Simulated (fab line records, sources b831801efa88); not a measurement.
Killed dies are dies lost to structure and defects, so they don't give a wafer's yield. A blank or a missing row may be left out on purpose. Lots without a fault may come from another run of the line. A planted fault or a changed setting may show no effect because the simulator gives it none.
Which tool did it? | flow gf180mcu | 15 lots, 45 wafers sampled, at 1 step of a route of 602

WHAT THE GAUGES READ, wafer by wafer
GF_STI_THK_MEAS_30. Usual: STI_OXIDATION_02_THK 9.80 nm, standard deviation 0.13.
lot  | measured    | on            | STI_OXIDATION_02_THK (nm) | flag
L801 | day 2 06:40 | film_metro-03 | 9.74 9.87 9.88            |
L802 | day 2 10:23 | film_metro-03 | 9.83 9.87 10.01           |
L804 | day 2 21:57 | film_metro-02 | 9.54 9.64 9.64            |
L805 | day 3 02:27 | film_metro-03 | 9.82 9.76 9.74            |
L806 | day 3 06:32 | film_metro-01 | 9.92 9.79 9.77            |
L809 | day 3 23:17 | film_metro-03 | 9.78 9.87 10.02           |
L811 | day 4 09:01 | film_metro-01 | 9.74 9.70 9.67            |
L812 | day 4 14:35 | film_metro-01 | 9.54 9.68 9.61            |
L813 | day 4 19:14 | film_metro-03 | 10.23 9.96 10.00          |
L818 | day 5 21:55 | film_metro-01 | 10.02 10.04 9.91          |
L819 | day 6 03:17 | film_metro-02 | 9.94 9.82 9.98            |
L820 | day 6 08:36 | film_metro-03 | 9.82 9.72 9.84            |
L822 | day 6 18:17 | film_metro-03 | 9.72 9.52 9.52            |
L823 | day 6 23:20 | film_metro-01 | 9.88 9.86 9.83            |
L824 | day 7 05:41 | film_metro-01 | 9.78 9.92 9.78            |

WHICH TOOL RAN EACH LOT (tool, then ch and the chambers of the sampled wafers, then the start)
The record holds no process step before these readings.

WHAT THE TOOLS THEMSELVES READ (means of the sampled wafers that have a number; where no wafer has one, the mark that the record gives instead)
The record holds no such reading with a usual standard deviation.

THE ANSWER, worked out from the rows above alone
Rule: a lot is off if the mean of its wafers that have a number lies more than 3 standard deviations from the usual mean. A lot without any number at a reading at which 4 lots or more have one is off too. The other lots that the step has rows for count as sound. The gauges are gone through in route order, then the tools' own readings, and for those a lot's mean is taken as printed above. The first step at which some lot is off is used, and at that step the reading that is off furthest; a lot without a number counts as furthest.
No lot is off at any reading shown: from this, nothing can be told.

WHAT THE SIMULATOR HAD PUT IN
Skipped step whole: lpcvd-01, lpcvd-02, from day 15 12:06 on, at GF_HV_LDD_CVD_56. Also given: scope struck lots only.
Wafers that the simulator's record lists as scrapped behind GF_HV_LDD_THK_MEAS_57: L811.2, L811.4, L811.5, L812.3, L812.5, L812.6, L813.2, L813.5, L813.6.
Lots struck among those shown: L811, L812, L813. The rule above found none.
